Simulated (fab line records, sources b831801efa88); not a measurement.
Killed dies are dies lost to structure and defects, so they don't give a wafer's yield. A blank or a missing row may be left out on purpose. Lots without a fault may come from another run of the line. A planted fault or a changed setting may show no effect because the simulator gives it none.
A struck lot beside a sound one | flow gf180mcu | 28 steps out of a route of 602
Sound: wafers L953.1, L953.2, L953.3. Struck: wafers L955.2, L955.5, L955.6. The cause comes at the end.
At each step with rows: each side's tool, then ch and its chambers, then its first start. Under that, the readings that differ: sound wafers | struck wafers | difference of the means | sigmas: that difference in standard deviations of wafers without a fault.
alike: readings whose means differ by less than 2 such deviations, and words and numbers that are the same on both sides. not compared: withheld readings, readings that some wafer has no value for, bounds like >300 that may hide the same value, and numbers for which the record gives no deviation and whose values overlap.
The two part at a step that has a row with sigmas, a row that says differs or no value, or rows on one side only. Numbers that don't overlap but have no deviation are shown without sigmas and don't part them. A reading that every wafer of one side lacks parts them only if that side has two wafers or more.

GF_STI_BOW_MEAS_00:
  sound on film_metro-04, day 3 02:00; struck on film_metro-02, day 3 12:01
  alike: INCOMING_BOW
then, 1 step without rows for these wafers: GF_STI_OXIDATION_01 (stabilise 600 s, purge 300 s, target thk 10 nm).
GF_STI_THK_MEAS_02:
  sound on film_metro-02, day 3 03:52; struck on film_metro-02, day 3 13:31
  alike: STI_OXIDATION_THK
GF_STI_CVD_03: deposits Si3N4 from DCS/NH3, target thk 207.16 nm, time 3551 s.
  sound on lpcvd-02 ch 1, day 3 03:56; struck on lpcvd-02 ch 1, day 3 13:34
  reading                               | sound             | struck            | difference | sigmas
  spike_tc_centre_C (C)                 | 771.2 770.7 770.1 | 781.0 781.4 783.6 | +11.3      | +12
  zone_power_centre_pct (%)             | 13.1 13.2 13.2    | 16.0 16.1 15.9    | +2.8       | +3
  model.Si3N4_of_STI_CVD_03.thk_nm (nm) | 209.4 209.8 209.9 | 210.1 221 223.1   | +8.4       |
  alike: spike_tc_lower_C
GF_STI_THK_MEAS_04:
  sound on film_metro-03, day 3 05:55; struck on film_metro-03, day 3 15:48
  reading             | sound             | struck            | difference | sigmas
  STI_CVD_03_THK (nm) | 209.6 210.0 210.0 | 209.9 221.1 222.9 | +8.1       | +4
  not compared: hold
then, 6 steps without rows for these wafers: GF_STI_HMDS_06 (prime time 60 s); GF_STI_COAT_07 (resist thk 700 nm); GF_STI_SOFTBAKE_08 (time 60 s); GF_STI_EXPOSE_09 (exposes mask COMP, target cd 220 nm); GF_STI_PEB_10 (peb time 90 s); GF_STI_DEVELOP_11 (develop time 60 s).
GF_STI_CD_MEAS_12: target cd 220 nm.
  sound on cd_sem-02, day 3 18:14; struck on cd_sem-01, day 4 04:20
  reading    | sound             | struck            | difference | sigmas
  cd_nm (nm) | 217.3 217.2 217.2 | 221.6 224.1 223.8 | +5.9       | +4
GF_STI_ETCH_13: etches the open film in CHF3/O2, stops on Si, target depth 282.31 nm, time 112.9 s.
  sound on rie_diel-02 ch 0,1,3, day 3 18:22; struck on rie_diel-02 ch 1,2,3, day 4 04:26
  reading                  | sound             | struck            | difference | sigmas
  oes_product_au (a.u.)    | 0.839 0.833 0.838 | 0.845 0.865 0.868 | +0.023     | +4
  model.etch.depth_nm (nm) | 209.4 209.8 209.9 | 210.1 221 223.1   | +8.4       |
  alike: O2_flow_sccm, drypump_motor_current_A, throttle_valve_pct
  not compared: rf_hours_counter_h
GF_STI_ETCH_14: etches Si in HBr/Cl2/O2, target depth 360 nm, time 102.9 s.
  sound on rie_si-02 ch 0,2,3, day 3 18:26; struck on rie_si-01 ch 1,2, day 4 04:31
  alike: O2_flow_sccm, drypump_motor_current_A, oes_product_au, throttle_valve_pct
  not compared: rf_hours_counter_h
GF_STI_STRIP_15: strips in O2/N2.
  sound on plasma_asher-01 ch 0,1, day 3 18:31; struck on plasma_asher-03 ch 0,1, day 4 04:35
  alike: drypump_motor_current_A, heater_power_w, oes_product_au, strip_time_to_endpoint_s
  not compared: rf_hours_counter_h
then, 6 steps without rows for these wafers: GF_STI_CLEAN_16 (cleans in dHF, time 25 s); GF_STI_WET_ETCH_17 (etches Si3N4 in H3PO4, target depth 45 nm, time 514 s); GF_STI_CLEAN_18 (cleans in SC1/SC2, time 150 s); GF_STI_CLEAN_19 (cleans in dHF, time 20 s); GF_STI_WET_ETCH_20 (etches SiO2 in dHF, target depth 20 nm, time 400 s); GF_STI_OXIDATION_21 (stabilise 600 s, purge 300 s, target thk 15 nm).
GF_STI_THK_MEAS_22:
  sound on film_metro-02, day 3 20:06; struck on film_metro-04, day 4 07:35
  alike: STI_OXIDATION_01_THK
then, 1 step without rows for these wafers: GF_STI_CVD_23 (deposits SiO2, target thk 650 nm, time 108.3 s).
GF_STI_THK_MEAS_24:
  sound on film_metro-02, day 3 20:18; struck on film_metro-04, day 4 07:43
  alike: STI_CVD_23_THK
GF_STI_CMP_25: polishes, stops on Si3N4, t overpolish 33 s, target thk 524.6 nm.
  sound on cmp-01 ch 0,1,2, day 3 20:22; struck on cmp-01 ch 0,1, day 4 07:46
  alike: motor_current_A, platen_rpm, retaining_ring_pressure_frac
GF_STI_WET_ETCH_26: etches SiO2 in dHF, target depth 94 nm, time 188 s.
  sound on wet_bench-01 ch 2, day 3 20:40; struck on wet_bench-01 ch 3, day 4 08:04
  alike: bath_heat_duty_pct, temp_c
  not compared: model.Si3N4_of_STI_CVD_03.thk_nm
then, 2 steps without rows for these wafers: GF_STI_WET_ETCH_27 (etches Si3N4 in H3PO4, target depth 160 nm, time 1825 s); GF_PASSIVATION_PROBE_99.

WHERE THEY PART
First at GF_STI_CVD_03; last, within this record, at GF_STI_ETCH_13. Later steps at which nothing parts them and some readings are alike: GF_STI_ETCH_14, GF_STI_STRIP_15, GF_STI_THK_MEAS_22, GF_STI_THK_MEAS_24, GF_STI_CMP_25, GF_STI_WET_ETCH_26.

WHY: what the simulator had put in
Process parameter drift: lpcvd-02, from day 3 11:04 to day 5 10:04, at GF_STI_CVD_03. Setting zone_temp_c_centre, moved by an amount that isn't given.
